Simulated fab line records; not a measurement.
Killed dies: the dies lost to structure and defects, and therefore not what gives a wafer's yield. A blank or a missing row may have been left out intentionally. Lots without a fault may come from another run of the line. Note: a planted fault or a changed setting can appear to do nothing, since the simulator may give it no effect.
fab line records ; flow sky130 ; part 2 of 2: steps 31 to 43 of 43
record: lots: 5; wafers: 15; last-day: 49
route steps=708 shown SD_P@329 RES_XHIGH@332 SD_N@342 SALICIDE@361 LI_CONTACT@362
lots that met no fault: from a run of the same line without faults
start-h: hours from the record's first day to the start of the lot's first wafer shown ; wait-h: hours since the lot's step before ; " repeats the value in the row above ; L1.1+2: several wafers, shown together as one row ; - no value, or no start given ; * or withheld: withheld ; < > ~ a bound
route shown NAME@n: NAME is a module with steps in the file, n the number in the route of the first one ; usual: mean and standard deviation over wafers with no fault ; same: alike in all rows ; chamber/n: place in a boat ; sites: readings site by site ; _std_site: how widely they spread, as a standard deviation ; _edge_site: the outer-site mean with the inner-site mean subtracted ; radius-mm: how far each site lies from the wafer's centre ; mask NAME#n: copy n ; behind: the most recent tool/chamber to have shaped the wafer ; hold: cause of the lot's hold/its duration in hours/its outcome ; device: names the non-switching transistor (n, p or np) ; end of line: the tests these same wafers got at the end of their route ; a step without rows: its recipe alone ; killed: dies that structure and defects cost at the first sort, which is not the same as the wafer's yield ; map: a wafer's dies, marking killed ones x, the rest . and places with no die _
set.NAME: the setting the step ran with; set.NAME@STEP: the setting that earlier step ran with ; model.NAME: the simulator's own value behind a step, which no gauge read
lots at selected steps of the route; one table per step, one row per wafer
services: from which hour (start-h, from the record's first day; less than 0 if before it) a tool's chamber was out of use, for how many hours, and why
== steps ==
step: SKY_SD_N_RS_MEAS_18
recipe: thk-meas-gauge: four-point-probe
usual: RES_XHIGH_RS: 333.5/1.4
lot.wafer;tool;chamber;start-h;wait-h;RES_XHIGH_RS[ohm/sq]
L075.2;film-metro-02;-;665.71;0.1;330.6
L075.4;film-metro-02;-;665.71;0.1;331.8
L075.6;film-metro-02;-;665.71;0.1;330.3
L077.2;film-metro-01;-;691.56;0.1;333.2
L077.3;film-metro-01;-;691.56;0.1;333.5
L077.5;film-metro-01;-;691.56;0.1;333.9
L082.1;film-metro-01;-;713.42;0.1;331.5
L082.5;film-metro-01;-;713.42;0.1;333.2
L082.6;film-metro-01;-;713.42;0.1;332.6
L084.3;film-metro-01;-;731.80;0.1;331.8
L084.4;film-metro-01;-;731.80;0.1;331.9
L084.6;film-metro-01;-;731.80;0.1;333.3
L089.3;film-metro-01;-;791.84;0.1;335.8
L089.5;film-metro-01;-;791.84;0.1;336.4
L089.6;film-metro-01;-;791.84;0.1;335.7
step: SKY_SALICIDE_CLEAN_00
recipe: chemistry: HF-last; time-s: 30; dilution: 100:1; dry: ipa-marangoni
lot.wafer;tool;chamber;start-h;wait-h
L075.2+4+6;wet-bench-03;2;665.81;0.1
L077.2+3+5;wet-bench-01;1;691.66;0.1
L082.1+5+6;wet-bench-04;1;713.54;0.1
L084.3+4+6;wet-bench-03;1;731.88;0.1
L089.3+5+6;wet-bench-01;2;791.92;0.1
step: SKY_LI_CONTACT_HDPCVD_00
recipe: material: PSG; target-thk-nm: 930; sigma-open-frac: 0.3; time-s: 155; temp-c: 600; sih4-flow-sccm: 60; pressure-mtorr: 6
usual: sih4-flow-sccm: 59.96/0.18
lot.wafer;tool;chamber;start-h;wait-h;sih4-flow-sccm
L075.2;hdpcvd-01;1;665.83;0.0;60.05
L075.4;hdpcvd-01;1;665.83;0.0;59.82
L075.6;hdpcvd-01;0;665.83;0.0;59.96
L077.2;hdpcvd-01;0;691.68;0.0;59.89
L077.3;hdpcvd-01;2;691.68;0.0;59.73
L077.5;hdpcvd-01;1;691.68;0.0;59.74
L082.1;hdpcvd-01;1;713.55;0.0;60.06
L082.5;hdpcvd-01;1;713.55;0.0;60.06
L082.6;hdpcvd-01;2;713.55;0.0;60.15
L084.3;hdpcvd-02;1;731.90;0.0;60.44
L084.4;hdpcvd-02;2;731.90;0.0;59.94
L084.6;hdpcvd-02;1;731.90;0.0;59.97
L089.3;hdpcvd-01;2;791.94;0.0;59.95
L089.5;hdpcvd-01;1;791.94;0.0;60.05
L089.6;hdpcvd-01;2;791.94;0.0;59.90
step: SKY_LI_CONTACT_THK_MEAS_01
recipe: reads: PSG_of_LI_CONTACT_HDPCVD_00
usual: LI_CONTACT_HDPCVD_THK: 935/8.7
lot.wafer;tool;chamber;start-h;wait-h;LI_CONTACT_HDPCVD_THK[nm]
L075.2;film-metro-04;-;665.95;0.1;923
L075.4;film-metro-04;-;665.95;0.1;919
L075.6;film-metro-04;-;665.95;0.1;929
L077.2;film-metro-02;-;691.80;0.1;949
L077.3;film-metro-02;-;691.80;0.1;939
L077.5;film-metro-02;-;691.80;0.1;957
L082.1;film-metro-04;-;713.65;0.1;945
L082.5;film-metro-04;-;713.65;0.1;942
L082.6;film-metro-04;-;713.65;0.1;940
L084.3;film-metro-04;-;732.02;0.1;947
L084.4;film-metro-04;-;732.02;0.1;932
L084.6;film-metro-04;-;732.02;0.1;944
L089.3;film-metro-04;-;792.06;0.1;928
L089.5;film-metro-04;-;792.06;0.1;918
L089.6;film-metro-04;-;792.06;0.1;922
step: SKY_LI_CONTACT_CMP_02
recipe: material: PSG; down-force-psi: 4; platen-rpm: 60; pad-velocity-m-s: 0.94248
usual: edge-zone-pressure-frac: 0.998/0.0043; motor-current-A: 12.0/0.95; time-to-endpoint-s: 33.2/2.3
lot.wafer;tool;chamber;start-h;wait-h;edge-zone-pressure-frac;motor-current-A;time-to-endpoint-s
L075.2;cmp-02;1;666.00;0.0;1.000;12.1;33.4
L075.4;cmp-02;3;666.00;0.0;0.989;11.6;30.0
L075.6;cmp-02;1;666.00;0.0;0.998;12.7;35.5
L077.3;cmp-01;0;691.90;0.1;0.999;10.9;36.2
L077.2;cmp-01;1;691.90;0.1;0.996;14.1;36.9
L077.5;cmp-01;3;691.90;0.1;1.000;11.9;35.9
L082.1;cmp-02;2;713.71;0.1;0.987;11.3;32.5
L082.5;cmp-02;2;713.71;0.1;0.999;10.9;36.3
L082.6;cmp-02;3;713.71;0.1;0.994;11.7;32.8
L084.3;cmp-01;3;732.06;0.0;0.996;12.6;33.2
L084.4;cmp-01;1;732.06;0.0;1.005;14.5;35.9
L084.6;cmp-01;0;732.06;0.0;0.999;11.4;32.9
L089.3;cmp-01;0;792.20;0.1;0.999;11.6;32.2
L089.5;cmp-01;2;792.20;0.1;1.001;11.5;31.7
L089.6;cmp-01;3;792.20;0.1;0.999;12.3;28.7
step: SKY_LI_CONTACT_BOW_MEAS_03
recipe: mode: bow
usual: LI_CONTACT_BOW: 54/6.9
lot.wafer;tool;chamber;start-h;wait-h;LI_CONTACT_BOW[um]
L075.2;film-metro-01;-;666.32;0.3;50
L075.4;film-metro-01;-;666.32;0.3;59
L075.6;film-metro-01;-;666.32;0.3;55
L077.2;film-metro-04;-;692.17;0.2;55
L077.3;film-metro-04;-;692.17;0.2;61
L077.5;film-metro-04;-;692.17;0.2;58
L082.1;film-metro-02;-;714.10;0.3;48
L082.5;film-metro-02;-;714.10;0.3;74
L082.6;film-metro-02;-;714.10;0.3;66
L084.3;film-metro-01;-;732.40;0.3;57
L084.4;film-metro-01;-;732.40;0.3;51
L084.6;film-metro-01;-;732.40;0.3;40
L089.3;film-metro-02;-;792.44;0.2;62
L089.5;film-metro-02;-;792.44;0.2;44
L089.6;film-metro-02;-;792.44;0.2;59
step: SKY_LI_CONTACT_DEHYDRATE_04
recipe: temp-c: 200; time-s: 60
lot.wafer;tool;chamber;start-h;wait-h
L075.2+4+6;litho-track-04;0;679.19;12.9
L077.2+3+5;litho-track-04;0;706.54;14.4
L082.1+5+6;litho-track-04;0;726.72;12.6
L084.3+4+6;litho-track-01;0;745.88;13.5
L089.3+5+6;litho-track-04;0;805.27;12.8
step: SKY_LI_CONTACT_HMDS_05
recipe: prime-time-s: 60; prime-temp-c: 120
lot.wafer;tool;chamber;start-h;wait-h
L075.2+4+6;litho-track-04;0;679.34;0.1
L077.2+3+5;litho-track-04;0;706.69;0.1
L082.1+5+6;litho-track-04;0;726.87;0.1
L084.3+4+6;litho-track-01;0;746.03;0.1
L089.3+5+6;litho-track-04;0;805.42;0.1
step: SKY_LI_CONTACT_COAT_06
recipe: resist: BARC; temp-c: withheld; time-s: withheld; spin-rpm: 3000; resist-thk-nm: 60
lot.wafer;tool;chamber;start-h;wait-h
L075.2+4+6;litho-track-04;0;679.49;0.1
L077.2+3+5;litho-track-04;0;706.84;0.1
L082.1+5+6;litho-track-04;0;727.02;0.1
L084.3+4+6;litho-track-01;0;746.18;0.1
L089.3+5+6;litho-track-04;0;805.57;0.1
step: SKY_LI_CONTACT_COAT_07
recipe: resist: KrF-thick; spin-rpm: 3000; resist-thk-nm: 450
lot.wafer;tool;chamber;start-h;wait-h
L075.2+4+6;litho-track-04;0;-;-
L077.2+3+5;litho-track-04;0;-;-
L082.1+5+6;litho-track-04;0;-;-
L084.3+4+6;litho-track-01;0;-;-
L089.3+5+6;litho-track-04;0;-;-
step: SKY_LI_CONTACT_SOFTBAKE_08
recipe: temp-c: 100; time-s: 90; resist: KrF-thick
lot.wafer;tool;chamber;start-h;wait-h
L075.2+4+6;litho-track-04;0;-;-
L077.2+3+5;litho-track-04;0;-;-
L082.1+5+6;litho-track-04;0;-;-
L084.3+4+6;litho-track-01;0;-;-
L089.3+5+6;litho-track-04;0;-;-
step: SKY_LI_CONTACT_EXPOSE_09
recipe: mask-id: LICM1; na: 0.8; source-shape: annular; sigma-inner: 0.55; sigma-outer: 0.85; target-cd-nm: 170; dose-mj: 37.32
lot.wafer;tool;chamber;start-h;wait-h;mask
L075.2+4+6;krf-scanner-01;0;-;-;LICM1#0
L077.2+3+5;krf-scanner-02;0;-;-;LICM1#0
L082.1+5+6;krf-scanner-01;0;-;-;LICM1#0
L084.3+4+6;krf-scanner-01;0;-;-;LICM1#0
L089.3+5+6;krf-scanner-01;0;-;-;LICM1#0
step: SKY_LI_CONTACT_PEB_10
recipe: peb-temp-c: withheld; peb-time-s: withheld; resist: KrF-thick
lot.wafer;tool;chamber;start-h;wait-h
L075.2+4+6;litho-track-01;0;-;-
L077.2+3+5;litho-track-03;0;-;-
L082.1+5+6;litho-track-01;0;-;-
L084.3+4+6;litho-track-04;0;-;-
L089.3+5+6;litho-track-04;0;-;-
== services ==
tool;chamber;start-h;hours;kind
iline-stepper-02;-;587.32;20.6;repair
cmp-01;-;593.19;2.2;repair
plasma-asher-04;-;597.59;2.8;pm
implanter-01;-;612.00;1.6;repair
krf-scanner-01;-;615.48;0.5;repair
cmp-01;-;618.16;0.8;repair
hdpcvd-01;-;650.75;15.0;pm
krf-scanner-01;-;663.98;1.3;pm
krf-scanner-01;-;690.35;0.8;pm
krf-scanner-01;-;704.91;0.2;repair
hdpcvd-01;-;715.54;6.0;pm
krf-scanner-01;-;716.49;1.0;pm
iline-stepper-02;-;718.02;1.7;pm
plasma-asher-02;-;720.21;6.1;repair
implanter-02;-;720.25;5.7;repair
plasma-asher-04;-;733.75;9.0;pm
plasma-asher-04;-;755.77;4.2;repair
krf-scanner-01;-;769.17;0.5;repair
implanter-02;-;769.75;3.7;pm
hdpcvd-01;-;775.38;2.8;pm
implanter-02;-;776.02;2.7;repair
krf-scanner-01;-;788.31;3.6;pm
hdpcvd-01;0;808.26;12.5;repair
krf-scanner-01;-;810.02;7.9;repair
